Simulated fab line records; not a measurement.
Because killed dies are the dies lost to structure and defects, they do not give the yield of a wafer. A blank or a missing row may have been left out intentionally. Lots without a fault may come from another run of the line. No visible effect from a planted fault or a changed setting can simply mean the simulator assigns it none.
Split-lot study -- flow sky130 -- on a route of 708 steps: 5 lots, 23 wafers read

== THE SPLIT ==
At SKY_VIA3_CMP_02 (polishes SiO2), the setting leaveAboveRefNm was moved away from the recipe's 465 nm on 8 of the 23 wafers read, by +3.0% to +7.4%. For the rest of the wafers, this setting stayed at what the recipe calls for.

Between the split and the reading, the file records no step.

== THE READING ==
VIA3.featureDepthNm (the simulator's own value, which no gauge read), in nm, at SKY_VIA3_ETCH_15 (etches SiO2 in C4F8/O2/Ar, stops on TiN, target depth 507 nm, time 78 s). The file gives no usual value for it. Across the 15 wafers here that went through the recipe, the average is 465.2 nm and the standard deviation 1.2 nm.

wafer,"tool, chamber at the split","leaveAboveRefNm as run, nm",against the recipe,"VIA3.featureDepthNm, nm",against lot-mates on the recipe
L074.1,"cmp-02, 3",465,recipe,465.6,-
L074.3,"cmp-02, 0,2,0",499.4,+7.4%,494.5,+30.0
L074.4,"cmp-02, 0,2,0",499.4,+7.4%,500.6,+36.1
L074.5,"cmp-02, 3",465,recipe,463.4,-
L074.6,"cmp-02, 0,2,0",499.4,+7.4%,500.1,+35.6
L080.1,"cmp-01, 0,1,2,3,0",465,recipe,464.7,-
L080.2,"cmp-01, 0,1,2,3,0",465,recipe,464.6,-
L080.3,"cmp-01, 0,1,2,3,0",465,recipe,466.1,-
L080.4,"cmp-01, 0,1,2,3,0",465,recipe,466.1,-
L080.5,"cmp-01, 0,1,2,3,0",465,recipe,466.4,-
L081.1,"cmp-02, 2,3,0",465,recipe,464.8,-
L081.3,"cmp-02, 2,3,0",465,recipe,464.3,-
L081.6,"cmp-02, 2,3,0",465,recipe,464.2,-
L083.1,"cmp-01, 1,2,3",498.9,+7.3%,503.4,+36.3
L083.2,"cmp-01, 1,2,3",498.9,+7.3%,503.6,+36.5
L083.3,"cmp-01, 0,1",465,recipe,467.1,-
L083.4,"cmp-01, 1,2,3",498.9,+7.3%,501.2,+34.1
L083.6,"cmp-01, 0,1",465,recipe,467.1,-
L085.1,"cmp-02, 1,2,1",465,recipe,466,-
L085.2,"cmp-02, 3,0",479.1,+3.0%,478.4,+13.8
L085.3,"cmp-02, 3,0",479.1,+3.0%,480.3,+15.7
L085.4,"cmp-02, 1,2,1",465,recipe,463.8,-
L085.5,"cmp-02, 1,2,1",465,recipe,464,-
When a row names more than one chamber, that row covers several wafers, and the file does not tell which wafer ran in which chamber.

THE FIT
A straight line over all 23 wafers: VIA3.featureDepthNm changes by +4.81 nm for each +1% of leaveAboveRefNm; r = +0.99; the points scatter about the line by 2 nm.
The same after taking each lot's own level away (the mean of its wafers on the recipe; 23 wafers): +4.74 nm for each +1%; r = +1.00; scatter 1.5 nm.
The reading moves by 35 nm for the largest change in leaveAboveRefNm, on that fit.
Measured against the standard deviation above, the lots' own levels, which go from 464.43 to 467.10 nm, span 2.3 times it.
So the lot-to-lot level changes the slope little: the two slopes agree.
Check: with one of the wafers moved furthest among these (+7.4%) left out of the fit, the line predicts +36 nm for it against its lot-mates. Against them it came out at +30 nm.

== THESE WAFERS: OTHER SPLITS ==
Other splits were also applied to these wafers ahead of the reading. Each is held against what the fit with the lots' levels taken away leaves over:
other split on the same wafers,wafers away from the commonest value,r with VIA3.featureDepthNm (lot level and that fit taken away)
SKY_METAL3_EXPOSE_10 doseMj,10,+0.17
SKY_METAL3_ETCH_16 icpW,7,-0.24

== THE FILE'S OWN FIT ==
VIA3.featureDepthNm changes by +4.74 nm for each +1% of leaveAboveRefNm, r = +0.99.
